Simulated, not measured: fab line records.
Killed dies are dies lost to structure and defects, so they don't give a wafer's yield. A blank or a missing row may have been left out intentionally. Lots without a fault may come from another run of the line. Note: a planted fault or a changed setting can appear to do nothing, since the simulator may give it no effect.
Matching of chambers / flow sfq-line / SFQ_TRILAYER_I2_VIA_ETCH_VIA_ETCH_070 on rie-diel-03: 4 sister chambers
The step etches SiO2 in CHF3, stops on Nb, target depth 260 nm. 18 wafers are shown with their chamber, then 8 later ones without.

== WAFERS PAIRED WITH THEIR CHAMBERS ==
wafer=L923.2; chamber=1; drypump-motor-current-A (A)=5.5; oes-product-au (a.u.)=0.850
wafer=L923.5; chamber=0; drypump-motor-current-A (A)=6.4; oes-product-au (a.u.)=0.852
wafer=L923.6; chamber=1; drypump-motor-current-A (A)=5.5; oes-product-au (a.u.)=0.852
wafer=L925.1; chamber=2; drypump-motor-current-A (A)=5.4; oes-product-au (a.u.)=0.858
wafer=L925.2; chamber=1; drypump-motor-current-A (A)=5.5; oes-product-au (a.u.)=0.866
wafer=L925.3; chamber=0; drypump-motor-current-A (A)=6.3; oes-product-au (a.u.)=0.861
wafer=L928.1; chamber=0; drypump-motor-current-A (A)=6.3; oes-product-au (a.u.)=0.853
wafer=L928.3; chamber=3; drypump-motor-current-A (A)=5.7; oes-product-au (a.u.)=0.858
wafer=L928.6; chamber=2; drypump-motor-current-A (A)=5.4; oes-product-au (a.u.)=0.860
wafer=L929.1; chamber=3; drypump-motor-current-A (A)=5.8; oes-product-au (a.u.)=0.855
wafer=L929.5; chamber=1; drypump-motor-current-A (A)=5.5; oes-product-au (a.u.)=0.867
wafer=L929.6; chamber=2; drypump-motor-current-A (A)=5.4; oes-product-au (a.u.)=0.859
wafer=L932.1; chamber=1; drypump-motor-current-A (A)=5.6; oes-product-au (a.u.)=0.852
wafer=L932.3; chamber=0; drypump-motor-current-A (A)=6.3; oes-product-au (a.u.)=0.849
wafer=L932.5; chamber=3; drypump-motor-current-A (A)=5.7; oes-product-au (a.u.)=0.856
wafer=L933.2; chamber=0; drypump-motor-current-A (A)=6.3; oes-product-au (a.u.)=0.857
wafer=L933.3; chamber=3; drypump-motor-current-A (A)=5.7; oes-product-au (a.u.)=0.844
wafer=L933.6; chamber=2; drypump-motor-current-A (A)=5.4; oes-product-au (a.u.)=0.854

SIGNATURES, as means of the wafers listed above
reading=drypump-motor-current-A; chamber 0=6.320; chamber 1=5.520; chamber 2=5.400; chamber 3=5.725; scatter within a chamber=0.041
reading=oes-product-au; chamber 0=0.85440; chamber 1=0.85740; chamber 2=0.85775; chamber 3=0.85325; scatter within a chamber=0.00601
Rule: a wafer lies at a distance from a chamber equal to the root of the sum of squares, over the readings, of (its reading less the chamber's mean, divided by the reading's scatter). The wafer belongs to the nearest chamber; if the next one is less than 2 further off, it can't be placed. How the scatter is found: for the shown wafers, subtract from each reading the mean of its chamber, square and add these, divide the total by (wafers less chambers), then take the root.

== WAFERS MISSING THEIR CHAMBER ==
wafer=L935.1; drypump-motor-current-A (A)=5.4; oes-product-au (a.u.)=0.852
wafer=L935.5; drypump-motor-current-A (A)=5.4; oes-product-au (a.u.)=0.849
wafer=L935.6; drypump-motor-current-A (A)=5.7; oes-product-au (a.u.)=0.850
wafer=L937.3; drypump-motor-current-A (A)=5.5; oes-product-au (a.u.)=0.851
wafer=L937.4; drypump-motor-current-A (A)=5.5; oes-product-au (a.u.)=0.857
wafer=L941.1; drypump-motor-current-A (A)=5.4; oes-product-au (a.u.)=0.852
wafer=L941.3; drypump-motor-current-A (A)=5.7; oes-product-au (a.u.)=0.845
wafer=L941.6; drypump-motor-current-A (A)=5.7; oes-product-au (a.u.)=0.856

== EACH ONE'S CHAMBER ==
wafer=L935.1; from the rows above=2; in truth=2
wafer=L935.5; from the rows above=can't be placed: 2 or 1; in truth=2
wafer=L935.6; from the rows above=3; in truth=3
wafer=L937.3; from the rows above=can't be placed: 1 or 2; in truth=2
wafer=L937.4; from the rows above=can't be placed: 1 or 2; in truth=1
wafer=L941.1; from the rows above=2; in truth=2
wafer=L941.3; from the rows above=3; in truth=3
wafer=L941.6; from the rows above=3; in truth=3
Correct placement for 5 of the 8. Cannot be placed on the basis of these rows: 3; the candidates contain the true chamber in 3. 0 placed wrongly.
